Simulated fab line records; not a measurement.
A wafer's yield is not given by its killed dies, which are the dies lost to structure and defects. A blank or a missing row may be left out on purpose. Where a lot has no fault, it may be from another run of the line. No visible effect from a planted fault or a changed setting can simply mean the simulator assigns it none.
Which of the tools did it? + flow gf180mcu + 33 wafers from 11 lots sampled at 4 of the route's 602 steps

== WHAT EACH GAUGE READ, for each wafer ==
GF_NWELL_TW_MEAS_11.
| lot  | measured    | on            | NWELL_TW       |
|------|-------------|---------------|----------------|
| L685 | day 3 13:43 | film metro-02 | 1561 1572 1570 |
| L686 | day 3 18:46 | film metro-02 | 1563 1558 1575 |
| L688 | day 4 04:59 | film metro-02 | 1568 1561 1573 |
| L689 | day 4 11:02 | film metro-04 | 1579 1577 1581 |
| L695 | day 5 21:32 | film metro-01 | 1552 1546 1561 |
| L696 | day 6 01:20 | film metro-02 | 1572 1567 1568 |
| L697 | day 6 05:10 | film metro-04 | 1580 1581 1578 |
| L701 | day 7 09:02 | film metro-01 | 1566 1572 1563 |
| L702 | day 7 10:38 | film metro-04 | 1576 1573 1587 |
| L706 | day 8 10:36 | film metro-01 | 1559 1559 1555 |
| L707 | day 8 13:14 | film metro-01 | 1566 1560 1561 |

GF_DUAL_GATE_OVL_MEAS_11.
| lot  | measured     | on         | DUAL_GATE_OVL (nm) |
|------|--------------|------------|--------------------|
| L685 | day 8 15:26  | overlay-02 | 1.6 0.3 0.7        |
| L686 | day 8 22:59  | overlay-02 | 0.8 2.0 0.2        |
| L688 | day 9 10:54  | overlay-01 | -1.9 0.7 0.0       |
| L689 | day 9 19:21  | overlay-01 | -2.0 1.0 -0.4      |
| L695 | day 11 15:24 | overlay-01 | 0.1 1.2 0.0        |
| L696 | day 11 18:25 | overlay-01 | 0.9 -0.2 0.5       |
| L697 | day 11 22:39 | overlay-02 | 1.4 1.7 1.2        |
| L701 | day 13 12:48 | overlay-02 | 1.6 0.7 1.3        |
| L702 | day 13 13:06 | overlay-02 | 1.3 -0.7 3.1       |
| L706 | day 14 18:36 | overlay-02 | 2.7 0.5 1.6        |
| L707 | day 15 01:18 | overlay-02 | -0.8 -1.5 -0.3     |

GF_POLY_GATE_THK_MEAS_01.
| lot  | measured     | on            | POLY_GATE_CVD_00_THK (nm) |
|------|--------------|---------------|---------------------------|
| L685 | day 8 18:36  | film metro-02 | 198.7 199.6 200.0         |
| L686 | day 9 03:29  | film metro-02 | 197.9 198.9 199.4         |
| L688 | day 9 14:09  | film metro-03 | 197.2 195.2 196.9         |
| L689 | day 9 23:54  | film metro-02 | 203.1 202.3 201.5         |
| L695 | day 11 19:57 | film metro-03 | 200.6 200.7 200.7         |
| L696 | day 11 21:35 | film metro-02 | 156.2 157.1 156.2         |
| L697 | day 12 03:23 | film metro-03 | 156.2 155.4 157.5         |
| L701 | day 13 17:23 | film metro-02 | 196.4 197.2 197.6         |
| L702 | day 13 17:23 | film metro-03 | 199.3 200.0 199.1         |
| L706 | day 15 00:05 | film metro-02 | 201.8 198.6 201.0         |
| L707 | day 15 04:27 | film metro-03 | 199.8 198.6 198.2         |

== WHICH TOOL RAN EACH LOT (tool, then ch and the chambers of the sampled wafers, then the start) ==
| lot  | GF_POLY_GATE_CVD_00         |
|------|-----------------------------|
| L685 | lpcvd-01 ch 1, day 8 17:15  |
| L686 | lpcvd-01 ch 0, day 9 01:28  |
| L688 | lpcvd-02 ch 0, day 9 12:49  |
| L689 | lpcvd-02 ch 1, day 9 22:34  |
| L695 | lpcvd-01 ch 0, day 11 18:37 |
| L696 | lpcvd-02 ch 0, day 11 20:13 |
| L697 | lpcvd-02 ch 1, day 12 02:03 |
| L701 | lpcvd-01 ch 1, day 13 16:03 |
| L702 | lpcvd-01 ch 1, day 13 16:03 |
| L706 | lpcvd-01 ch 1, day 14 22:05 |
| L707 | lpcvd-02 ch 0, day 15 03:07 |
- GF_POLY_GATE_CVD_00: deposits poly-Si, target thk 200 nm, time 1200 s.

== AS READ BY THE TOOLS THEMSELVES (means over the sampled wafers that have a number; for cases with no such wafer, the mark the record gives instead) ==
GF_POLY_GATE_CVD_00.
| lot  | tool     | spike tc bottom C (C) | spike tc centre C (C) | spike tc lower C (C) | spike tc top C (C) | spike tc upper C (C) | zone power lower pct (%) | zone power upper pct (%) |
|------|----------|-----------------------|-----------------------|----------------------|--------------------|----------------------|--------------------------|--------------------------|
| L685 | lpcvd-01 | 642.1                 | 621.6                 | 620.5                | 642                | 618.5                | 9.1                      | 7.7                      |
| L686 | lpcvd-01 | 641.0                 | 619.9                 | 618.8                | 633                | 620.1                | 7.5                      | 8.0                      |
| L688 | lpcvd-02 | 638.1                 | 619.5                 | 620.9                | 635                | 618.9                | 9.3                      | 9.4                      |
| L689 | lpcvd-02 | 640.3                 | 618.7                 | 621.2                | 640                | 621.4                | 8.7                      | 9.3                      |
| L695 | lpcvd-01 | 641.4                 | 621.0                 | 618.9                | 633                | 619.6                | 7.6                      | 7.9                      |
| L696 | lpcvd-02 | 627.3                 | 609.2                 | 611.2                | 624                | 608.8                | 9.0                      | 9.1                      |
| L697 | lpcvd-02 | 628.5                 | 608.9                 | 610.0                | 629                | 610.3                | 8.5                      | 8.9                      |
| L701 | lpcvd-01 | 642.8                 | 621.5                 | 620.1                | 640                | 618.4                | 9.0                      | 7.6                      |
| L702 | lpcvd-01 | 642.6                 | 621.2                 | 620.9                | 641                | 618.0                | 8.9                      | 7.6                      |
| L706 | lpcvd-01 | 641.2                 | 621.4                 | 619.4                | 642                | 618.5                | 9.1                      | 7.7                      |
| L707 | lpcvd-02 | 638.2                 | 619.5                 | 620.7                | 634                | 619.6                | 9.4                      | 9.4                      |

== THE ANSWER, worked out from the rows above alone ==
Rule: the usual values come from the lots themselves. The widest of any qualifying gaps counts: lots, ordered by their means at a reading, are off when they make up no more than a third of the lots, leave a main group of 4 or more, and stand apart from it by 3 or more times the standard deviation of that group's means. Not used: any main group whose means are identical at the precision the tables above print for the reading. Also off: a lot with no number at a reading for which 4 or more lots have one. Any other lot the step has rows for is counted as sound. After the gauges, taken in route order, come the tools' own readings; for these a lot's mean is taken, as printed above. At the first step where some lot is off, the reading lying furthest off is the one used; lots without a number count as furthest.
Off: at GF_POLY_GATE_THK_MEAS_01 (POLY_GATE_CVD_00_THK), L696, L697. The main group has a mean of 199.3 nm with a standard deviation of 1.7.
A tool fits if, at a process step before that reading, it ran every lot that is off, and no sound lot after the first of them. The gauges at GF_POLY_GATE_THK_MEAS_01 aren't tried: what is off there is off at GF_POLY_GATE_CVD_00 too, on other tools, and a gauge's error can't cause that. Not one of the candidates tried fits.

== WHAT THE SIMULATOR PUT IN ==
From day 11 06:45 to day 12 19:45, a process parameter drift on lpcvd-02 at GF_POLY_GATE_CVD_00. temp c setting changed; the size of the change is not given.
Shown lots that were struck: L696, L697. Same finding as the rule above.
